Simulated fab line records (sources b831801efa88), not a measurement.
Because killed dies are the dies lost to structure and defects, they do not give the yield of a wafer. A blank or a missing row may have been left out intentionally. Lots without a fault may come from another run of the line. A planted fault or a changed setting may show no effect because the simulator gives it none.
Commonality check across tools | flow gf180mcu | Lots sampled 14, wafers sampled 42

THE REASON FOR OPENING IT
At GF_HV_LDD_TW_MEAS_50 the reading HV_LDD_4_TW is flagged on 2 of 14 lots. No-fault wafers: 567, standard deviation 8.7.
Rule: a lot gets a flag if all its wafers with a number sit over 4 standard deviations from that mean, or if no wafer of it has a number. The rest of the lots are taken to be sound.

lot  | measured     | on           | HV_LDD_4_TW, wafer by wafer | flag
L112 | day 12 22:57 | filmMetro-03 | 557 553 556                 | 
L121 | day 16 10:16 | filmMetro-03 | 502 501 505                 | FLAGGED
L122 | day 16 12:08 | filmMetro-03 | 501 504 501                 | FLAGGED
L123 | day 16 21:02 | filmMetro-02 | 569 572 573                 | 
L124 | day 17 05:49 | filmMetro-01 | 575 576 573                 | 
L125 | day 17 14:31 | filmMetro-01 | 574 576 573                 | 
L126 | day 17 21:43 | filmMetro-03 | 553 555 555                 | 
L127 | day 18 04:46 | filmMetro-03 | 556 553 555                 | 
L128 | day 18 16:13 | filmMetro-01 | 573 575 575                 | 
L129 | day 19 00:03 | filmMetro-02 | 576 575 578                 | 
L130 | day 19 08:21 | filmMetro-03 | 554 554 556                 | 
L131 | day 19 16:10 | filmMetro-03 | 559 559 558                 | 
L132 | day 19 23:32 | filmMetro-01 | 577 574 572                 | 
L133 | day 20 07:48 | filmMetro-01 | 574 572 571                 | 
Average over the flagged lots: 502; offset from the usual -65, equal to -7 standard deviations.

WHICH TOOL EACH LOT WENT THROUGH
The record holds 1 process step before the reading, out of a route of 602 steps. In each cell: the tool, then ch and the chambers that the sampled wafers went through, then the start.
lot  | flag    | GF_HV_LDD_IMPLANT_48
L112 |         | implanter-01 ch 0, day 12 22:43
L121 | FLAGGED | implanter-01 ch 0, day 16 10:02
L122 | FLAGGED | implanter-01 ch 0, day 16 11:53
L123 |         | implanter-04 ch 0, day 16 20:47
L124 |         | implanter-02 ch 0, day 17 05:35
L125 |         | implanter-04 ch 0, day 17 14:17
L126 |         | implanter-02 ch 0, day 17 21:28
L127 |         | implanter-04 ch 0, day 18 04:32
L128 |         | implanter-02 ch 0, day 18 15:59
L129 |         | implanter-04 ch 0, day 18 23:49
L130 |         | implanter-02 ch 0, day 19 08:06
L131 |         | implanter-01 ch 0, day 19 15:56
L132 |         | implanter-02 ch 0, day 19 23:19
L133 |         | implanter-01 ch 0, day 20 07:33
These steps, and what they do:
- GF_HV_LDD_IMPLANT_48
- GF_HV_LDD_TW_MEAS_50

FLAGGED AGAINST TOTAL, ONE TOOL AT A TIME (gauges that did the reading follow at the end)
step                 | tool         | lots run | flagged | share of the flagged lots | sound lots run after its first flagged lot
GF_HV_LDD_IMPLANT_48 | implanter-01 | 5        | 2       | all                       | 2 (L131,L133)
GF_HV_LDD_IMPLANT_48 | implanter-02 | 5        | 0       | none                      | -
GF_HV_LDD_IMPLANT_48 | implanter-04 | 4        | 0       | none                      | -
GF_HV_LDD_TW_MEAS_50 | filmMetro-01 | 5        | 0       | none                      | -
GF_HV_LDD_TW_MEAS_50 | filmMetro-02 | 2        | 0       | none                      | -
GF_HV_LDD_TW_MEAS_50 | filmMetro-03 | 7        | 2       | all                       | 4 (L126,L127,L130,L131)

WHAT IS ALLOWED BY THE TABLE
Every flagged lot went through 2 rows of the table: implanter-01 at GF_HV_LDD_IMPLANT_48 and filmMetro-03 at GF_HV_LDD_TW_MEAS_50.
- implanter-01 at GF_HV_LDD_IMPLANT_48 ran 5 lots, 2 of them flagged. Sound lots ran on it after the first flagged one (L131, L133), which a lasting fault on the whole tool wouldn't allow. Its own readings (doseIonsCm2, faradayCurrentUA) fall more than 4 standard deviations out on all wafers of the flagged lots.
- filmMetro-03 at GF_HV_LDD_TW_MEAS_50 ran 7 lots, 2 of them flagged. Sound lots ran on it after the first flagged one (L126, L127, L130, L131), which a lasting fault on the whole tool wouldn't allow.
None of the table's rows ran every flagged lot and, after the first, no sound lot.

WHAT THE SIMULATOR PUT IN
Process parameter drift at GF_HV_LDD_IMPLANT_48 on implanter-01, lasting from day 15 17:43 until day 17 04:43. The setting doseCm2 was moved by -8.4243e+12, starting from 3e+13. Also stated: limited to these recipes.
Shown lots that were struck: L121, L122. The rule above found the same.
